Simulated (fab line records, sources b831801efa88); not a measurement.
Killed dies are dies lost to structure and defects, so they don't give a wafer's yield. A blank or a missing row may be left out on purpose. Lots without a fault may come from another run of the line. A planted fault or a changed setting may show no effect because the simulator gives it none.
fab line records | flow sfq_line
record lots=5 wafers=15 last_day=78
route steps=325 shown L0@12 L0V@16
lots that met no fault: from a run of the same line without faults
start_h: hours from the record's first day to the start of the lot's first wafer shown | wait_h: hours since the lot's step before | " the same as in the row above | L1.1+2: a row that stands for several wafers | - no value, or no start given | * or withheld: withheld | < > ~ a bound
route shown NAME@n: a module of which the file shows steps, and the number in the route of the first | usual: mean/standard deviation of fault-free wafers | same: alike in all rows | chamber/n: place in a boat | sites: the reading at each site | _std_site: their standard deviation | _edge_site: outer sites' mean less inner sites' | radius_mm: how far each site lies from the wafer's centre | mask NAME#n: copy n | behind: the tool/chamber that last shaped the wafer | hold: why the lot was held/for how many hours/how that ended | device: the transistor (n, p or np) that didn't switch | end of line: the same wafers' tests at the end of the route | a step without rows: its recipe alone | killed: dies lost to structure and defects at the first sort, not the wafer's yield | map: a wafer's dies, x killed, . not, _ none there
set.NAME: the setting as run; set.NAME@STEP: as run at that earlier step | model.NAME: the simulator's own value behind a step, which no gauge read
lots at some steps of the route; a table a step, a row a wafer
services: from which hour (start_h, from the record's first day; less than 0 if before it) a tool's chamber was out of use, for how many hours, and why
## steps
# step SFQ_TRILAYER_L0_BARC_OPEN_METAL_ETCH_010
# recipe mask_material=PR chemistry=O2 target_depth_nm=125 target=BARC icp_w=600 bias_w=80 pressure_mtorr=10 time_s=41.7
# usual drypump_motor_current_A=6.15/0.25 he_backside_leak_sccm=3.4/0.33 oes_product_au=0.685/0.0051
# columns lot.wafer tool chamber start_h wait_h drypump_motor_current_A he_backside_leak_sccm oes_product_au rf_hours_counter_h
L119.1 rie_metal-03 1 56.85 0.1 6.59 3.2 0.676 146
L119.4 " 0 " " 5.95 3.4 0.678 -
L119.5 " 1 " " 6.59 3.4 0.677 -
L120.1 rie_metal-04 1 62.85 0.1 6.10 3.6 0.679 33
L120.4 " 1 " " 6.09 3.6 0.681 -
L120.5 " 1 " " 6.09 3.4 0.683 -
L130.1 rie_metal-04 1 113.25 0.1 6.05 3.7 0.684 42
L130.4 " 1 " " 6.05 3.7 0.688 -
L130.5 " 1 " " 6.03 3.7 0.686 -
L137.1 rie_metal-04 1 149.25 0.1 6.10 3.7 0.685 48
L137.3 " 1 " " 6.10 3.8 0.681 -
L137.5 " 0 " " 5.84 3.4 0.681 -
L138.2 rie_metal-01 0 152.85 0.1 6.18 3.5 0.692 14
L138.5 " 1 " " 6.32 3.6 0.678 -
L138.6 " 0 " " 6.19 3.5 0.682 -
# step SFQ_TRILAYER_L0_ETCH_METAL_ETCH_008
# recipe target=MoNx_KI stop_on=SiO2 mask_material=PR chemistry=SF6/O2 target_depth_nm=50 icp_w=600 bias_w=80 pressure_mtorr=10 time_s=25
# usual drypump_motor_current_A=6.16/0.25 he_backside_leak_sccm=3.34/0.23 oes_product_au=0.873/0.0074
# columns lot.wafer tool chamber start_h wait_h drypump_motor_current_A he_backside_leak_sccm oes_product_au rf_hours_counter_h
L119.1 rie_metal-03 1 56.91 0.0 6.60 3.19 0.866 146
L119.4 " 0 " " 5.92 3.58 0.865 -
L119.5 " 1 " " 6.57 3.22 0.873 -
L120.1 rie_metal-04 1 62.97 0.1 6.05 3.86 0.865 33
L120.4 " 1 " " 6.05 3.74 0.875 -
L120.5 " 1 " " 6.09 3.74 0.877 -
L130.1 rie_metal-04 1 113.31 0.0 6.06 3.54 0.875 42
L130.4 " 1 " " 6.08 3.63 0.860 -
L130.5 " 1 " " 6.08 3.52 0.874 -
L137.1 rie_metal-04 1 149.31 0.0 6.08 3.54 0.874 48
L137.3 " 1 " " 6.09 3.60 0.874 -
L137.5 " 0 " " 5.83 3.09 0.865 -
L138.2 rie_metal-01 0 152.91 0.0 6.17 3.23 0.872 14
L138.5 " 1 " " 6.31 3.42 0.881 -
L138.6 " 0 " " 6.20 2.84 0.873 -
# step SFQ_TRILAYER_L0_STRIP_STRIP_009
# recipe gas=O2 power_w=200 platen_temp_c=40 overash_fraction=0.65 chemistry=O2 pressure_mtorr=50
# usual drypump_motor_current_A=6.16/0.25 he_backside_leak_sccm=3.36/0.23 oes_product_au=0.989/0.01
# columns lot.wafer tool chamber start_h wait_h drypump_motor_current_A he_backside_leak_sccm oes_product_au rf_hours_counter_h
L119.1 rie_metal-03 1 56.95 0.0 6.61 3.46 0.975 146
L119.4 " 0 " " 5.92 3.41 1.008 -
L119.5 " 1 " " 6.61 3.27 0.968 -
L120.1 rie_metal-04 1 63.06 0.1 6.08 3.61 0.990 33
L120.4 " 1 " " 6.08 3.57 0.987 -
L120.5 " 1 " " 6.09 3.73 0.978 -
L130.1 rie_metal-04 1 113.35 0.0 6.04 3.63 1.000 42
L130.4 " 1 " " 6.04 3.82 1.012 -
L130.5 " 1 " " 6.06 3.69 1.009 -
L137.1 rie_metal-04 1 149.35 0.0 6.11 3.60 1.002 48
L137.3 " 1 " " 6.12 3.54 0.997 -
L137.5 " 0 " " 5.83 3.17 0.986 -
L138.2 rie_metal-01 0 152.95 0.0 6.16 3.30 0.988 14
L138.5 " 1 " " 6.36 3.60 0.994 -
L138.6 " 0 " " 6.23 3.12 0.991 -
# step SFQ_TRILAYER_L0_STRIP_SOLV_CLEAN_010
# recipe chemistry=NMP temp_c=70 time_s=600
# step SFQ_TRILAYER_L0_CAP_PECVD_011
# recipe material=SiO2 temp_c=150 time_s=13.333 pressure_torr=2.4 rf_w=183.3 precursor=SiH4/N2O target_thk_nm=60
# usual heater_power_w=77/15 throttle_valve_pct=25.9/2
# columns lot.wafer tool chamber start_h wait_h heater_power_w since_wet_clean_h throttle_valve_pct
L119.1 pecvd-03 2 57.73 0.0 63 972 28.5
L119.4 " 1 " " 93 - 27.0
L119.5 " 2 " " 64 - 28.6
L120.1 pecvd-01 0 64.45 0.0 75 226 24.3
L120.4 " 1 " " 95 - 23.0
L120.5 " 0 " " 77 - 24.4
L130.1 pecvd-02 1 114.14 0.0 69 1398 28.2
L130.4 " 0 " " 51 - 26.5
L130.5 " 1 " " 69 - 28.4
L137.1 pecvd-02 1 150.14 0.0 70 1434 28.5
L137.3 " 1 " " 70 - 28.1
L137.5 " 1 " " 71 - 28.5
L138.2 pecvd-03 2 153.90 0.0 74 1068 28.5
L138.5 " 2 " " 76 - 28.7
L138.6 " 0 " " 74 - 23.3
# step SFQ_TRILAYER_L0_VIA_LITHO_COAT_018
# recipe resist=BARC spin_rpm=3000 resist_thk_nm=62
# step SFQ_TRILAYER_L0_VIA_LITHO_COAT_013
# recipe resist=KrF spin_rpm=3000 resist_thk_nm=650
# step SFQ_TRILAYER_L0_VIA_LITHO_SOFTBAKE_017
# recipe temp_c=withheld time_s=withheld resist=KrF
# step SFQ_TRILAYER_L0_VIA_LITHO_EXPOSE_014
# recipe mask_id=L0V na=0.6 source_shape=conventional sigma_outer=0.65 target_cd_nm=700 dose_mj=21.3
# step SFQ_TRILAYER_L0_VIA_LITHO_PEB_016
# recipe peb_temp_c=115 peb_time_s=60 resist=KrF
# step SFQ_TRILAYER_L0_VIA_LITHO_DEVELOP_015
# recipe time_s=60 resist=KrF
# step SFQ_L0V_OVL_MEAS_903
# usual L0V_OVL=-5/5.1
# columns lot.wafer tool chamber start_h wait_h L0V_OVL[nm]
L119.1 overlay-01 - 116.46 0.1 -5
L119.4 " - " " -1
L119.5 " - " " -5
L120.1 overlay-01 - 125.28 0.1 1
L120.4 " - " " -7
L120.5 " - " " 0
L130.1 overlay-01 - 178.25 0.1 -6
L130.4 " - " " -15
L130.5 " - " " -6
L137.1 overlay-02 - 223.47 0.1 1
L137.3 " - " " 4
L137.5 " - " " 1
L138.2 overlay-01 - 227.08 0.1 -5
L138.5 " - " " -3
L138.6 " - " " -1
# step SFQ_TRILAYER_L0_VIA_BARC_OPEN_VIA_ETCH_021
# recipe mask_material=PR chemistry=O2 target_depth_nm=125 target=BARC source_w=500 bias_w=80 pressure_mtorr=30 time_s=41.7
# usual drypump_motor_current_A=5.9/0.49 oes_product_au=0.685/0.0046
# columns lot.wafer tool chamber start_h wait_h drypump_motor_current_A oes_product_au rf_hours_counter_h model.KrF_of_TRILAYER_L0_VIA_LITHO_COAT_013.thk_nm model.SiO2_of_TRILAYER_L0_CAP_PECVD_011.thk_nm
L119.1 rie_diel-04 0 116.50 0.0 6.2 0.687 2 574.1 59.02
L119.4 " 1 " " 5.6 0.687 96 575.1 60.57
L119.5 " 0 " " 6.2 0.687 - 574 60.36
L120.1 rie_diel-02 2 125.32 0.0 5.8 0.688 43 574.4 59.17
L120.4 " 0 " " 5.6 0.679 119 571.6 61.59
L120.5 " 0 " " 5.6 0.680 - 571.5 60.56
L130.1 rie_diel-02 3 178.28 0.0 6.8 0.690 31 545.9 59.1
L130.4 " 0 " " 5.6 0.686 120 572.9 60.61
L130.5 " 1 " " 5.5 0.687 - 574.7 59.89
L137.1 rie_diel-04 1 223.51 0.0 5.6 0.683 99 575.9 59.25
L137.3 " 2 " " 6.6 0.687 8 575.9 60.35
L137.5 " 3 " " 5.7 0.683 - 575.7 60.52
L138.2 rie_diel-01 0 227.11 0.0 4.9 0.694 26 575.8 59.82
L138.5 " 3 " " 5.9 0.689 - 575.8 60.45
L138.6 " 0 " " 4.9 0.683 - 576.1 59.61
# step SFQ_TRILAYER_L0_VIA_ETCH_VIA_ETCH_016
# recipe target=SiO2 stop_on=MoNx_KI mask_material=PR chemistry=CHF3 target_depth_nm=80 source_w=500 bias_w=80 pressure_mtorr=30 time_s=withheld
# usual drypump_motor_current_A=5.9/0.49 oes_product_au=0.842/0.0078
# columns lot.wafer tool chamber start_h wait_h drypump_motor_current_A oes_product_au model.KrF_of_TRILAYER_L0_VIA_LITHO_COAT_013.thk_nm
L119.1 rie_diel-04 0 116.54 0.0 6.2 0.830 560.2
L119.4 " 1 " " 5.7 0.851 561.6
L119.5 " 0 " " 6.1 0.842 560.2
L120.1 rie_diel-02 2 125.36 0.0 5.7 0.843 560.7
L120.4 " 0 " " 5.6 0.860 557.6
L120.5 " 0 " " 5.6 0.845 557.5
L130.1 rie_diel-02 3 178.32 0.0 6.8 0.834 532.5
L130.4 " 0 " " 5.7 0.853 558.8
L130.5 " 1 " " 5.5 0.846 561
L137.1 rie_diel-04 1 223.55 0.0 5.6 0.839 562.1
L137.3 " 2 " " 6.6 0.851 562.5
L137.5 " 3 " " 5.7 0.849 561.5
L138.2 rie_diel-01 0 227.15 0.0 4.9 0.844 562
L138.5 " 3 " " 5.9 0.845 561.7
L138.6 " 0 " " 4.9 0.836 562.4
# step SFQ_TRILAYER_L0_VIA_STRIP_STRIP_017
# recipe gas=O2 power_w=200 platen_temp_c=40 overash_fraction=0.65 chemistry=O2 pressure_mtorr=50
# usual drypump_motor_current_A=6.0/0.37 he_backside_leak_sccm=3.4/0.41 oes_product_au=0.993/0.0097
# columns lot.wafer tool chamber start_h wait_h drypump_motor_current_A he_backside_leak_sccm oes_product_au rf_hours_counter_h
L119.1 rie_metal-02 0 116.58 - 5.6 3.4 0.998 99
L119.4 " 0 " " 5.6 3.5 0.999 -
L119.5 " 0 " " 5.6 3.3 1.001 -
L120.1 rie_metal-02 0 125.40 - 5.6 3.4 0.993 101
L120.4 " 0 " " 5.6 3.5 0.998 -
L120.5 " 0 " " 5.6 3.4 0.985 -
L130.1 rie_metal-01 1 178.37 - 6.3 2.9 0.985 1
L130.4 " 0 " " 6.2 3.5 0.990 -
L130.5 " 1 " " 6.3 3.0 0.977 -
L137.1 rie_metal-02 0 223.60 - 5.6 3.3 1.005 118
L137.3 " 1 " " 5.8 5.4 1.014 -
L137.5 " 0 " " 5.6 3.1 0.990 -
L138.2 rie_metal-03 0 227.20 - 5.9 3.3 0.979 27
L138.5 " 1 " " 6.6 3.5 0.988 -
L138.6 " 0 " " 5.9 3.2 0.983 -
## services
# columns tool chamber start_h hours kind
rie_diel-02 3 74.60 5.3 repair
rie_diel-04 - 79.10 0.6 repair
rie_diel-04 - 88.25 0.2 repair
rie_metal-02 1 88.77 21.4 repair
pecvd-03 - 89.28 3.4 repair
rie_diel-02 1 89.40 8.8 repair
pecvd-03 0 89.85 20.3 repair
rie_diel-01 0 100.37 4.5 repair
rie_diel-04 2 105.77 4.6 repair
rie_metal-03 - 113.18 0.6 repair
rie_metal-02 - 117.35 0.7 repair
rie_diel-04 0 130.05 2.4 repair
rie_metal-03 1 140.07 3.2 repair
pecvd-02 2 144.38 14.3 repair
rie_diel-04 3 150.65 22.2 repair
pecvd-03 - 162.05 1.8 repair
rie_diel-02 3 166.34 11.8 repair
rie_diel-04 - 172.84 0.5 repair
rie_metal-04 - 183.36 0.2 repair
pecvd-03 - 189.08 1.2 repair
pecvd-02 - 194.25 14.0 pm
pecvd-02 - 198.01 0.8 repair
rie_diel-04 2 216.47 1.9 repair
rie_metal-04 - 225.93 14.6 pm
## key
first_sign none at tools or gauges
model_effect step=SFQ_TRILAYER_L0_VIA_BARC_OPEN_VIA_ETCH_021 value=KrF_of_TRILAYER_L0_VIA_LITHO_COAT_013.thk_nm without=576.5 struck=545.9
model_effect step=SFQ_TRILAYER_L0_VIA_ETCH_VIA_ETCH_016 value=KrF_of_TRILAYER_L0_VIA_LITHO_COAT_013.thk_nm without=563.1 struck=532.5
met_at SFQ_TRILAYER_L0_VIA_BARC_OPEN_VIA_ETCH_021
struck_wafers L130.1
fault kind=process_parameter_drift tool=rie_diel-02 chamber=3 onset_h=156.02 steps=SFQ_TRILAYER_L0_VIA_BARC_OPEN_VIA_ETCH_021 channel=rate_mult offset=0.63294 shape=step end_h=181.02
